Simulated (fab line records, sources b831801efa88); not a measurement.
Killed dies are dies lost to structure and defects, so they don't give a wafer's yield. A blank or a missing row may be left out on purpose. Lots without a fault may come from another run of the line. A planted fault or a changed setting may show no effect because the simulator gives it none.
Chamber matching | flow sfq_line | SFQ_TRILAYER_I1_CMP_CMP_046 on cmp-02: 4 sister chambers
The step polishes SiO2. 22 wafers are shown with their chamber, then 10 later ones without.

WAFERS WITH THEIR CHAMBER
wafer  | chamber | motor_current_A (A) | time_to_endpoint_s (s)
L115.1 | 0       | 11.0                | 207
L115.3 | 3       | 9.6                 | 211
L115.5 | 1       | 10.1                | 204
L116.3 | 3       | 9.7                 | 205
L116.4 | 0       | 10.2                | 221
L116.6 | 3       | 9.6                 | 211
L118.3 | 3       | 9.8                 | 207
L118.4 | 2       | 9.5                 | 236
L118.1 | 1       | 10.4                | 215
L122.3 | 0       | 10.2                | 247
L122.5 | 2       | 9.8                 | 245
L128.2 | 1       | 10.0                | 220
L128.3 | 2       | 9.1                 | 227
L128.5 | 2       | 9.1                 | 232
L129.2 | 1       | 10.3                | 217
L129.5 | 0       | 10.3                | 224
L129.6 | 3       | 9.9                 | 222
L131.1 | 3       | 9.5                 | 222
L131.4 | 1       | 10.2                | 226
L131.6 | 2       | 9.6                 | 234
L133.4 | 0       | 10.2                | 225
L133.3 | 2       | 9.4                 | 221

SIGNATURES (means of the wafers above)
reading            | chamber 0 | chamber 1 | chamber 2 | chamber 3 | scatter within a chamber
motor_current_A    | 10.380    | 10.200    | 9.417     | 9.683     | 0.245
time_to_endpoint_s | 224.80    | 216.40    | 232.50    | 213.00    | 9.69
Rule: a wafer's distance from a chamber is the root of the sum, over the readings, of the square of ((its reading less the chamber's mean) divided by the reading's scatter). The wafer belongs to the nearest chamber; if the next one is less than 2 further off, it can't be placed. The scatter: the root of (the sum of the squares of (reading less its chamber's mean) over the shown wafers, divided by (wafers less chambers)).

WAFERS WITHOUT THEIR CHAMBER
wafer  | motor_current_A (A) | time_to_endpoint_s (s)
L133.6 | 9.8                 | 213
L135.2 | 10.2                | 220
L135.3 | 9.9                 | 208
L135.5 | 10.7                | 224
L136.2 | 10.7                | 213
L136.4 | 9.8                 | 216
L136.6 | 9.9                 | 219
L138.2 | 9.9                 | 211
L138.1 | 9.5                 | 213
L138.6 | 9.6                 | 221

WHICH CHAMBER EACH WENT THROUGH
wafer  | from the rows above               | in truth
L133.6 | can't be placed: 3 or 1           | 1
L135.2 | can't be placed: 1 or 0 or 3      | 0
L135.3 | can't be placed: 3 or 1 or 0      | 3
L135.5 | can't be placed: 0 or 1           | 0
L136.2 | can't be placed: 0 or 1           | 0
L136.4 | can't be placed: 3 or 1 or 2 or 0 | 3
L136.6 | can't be placed: 3 or 1 or 0 or 2 | 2
L138.2 | can't be placed: 3 or 1 or 0      | 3
L138.1 | can't be placed: 3 or 2           | 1
L138.6 | can't be placed: 3 or 2 or 1      | 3
Placed correctly: 0 of 10. Can't be placed from these rows: 10 (the true chamber is among the candidates in 9). Placed wrongly: 0.
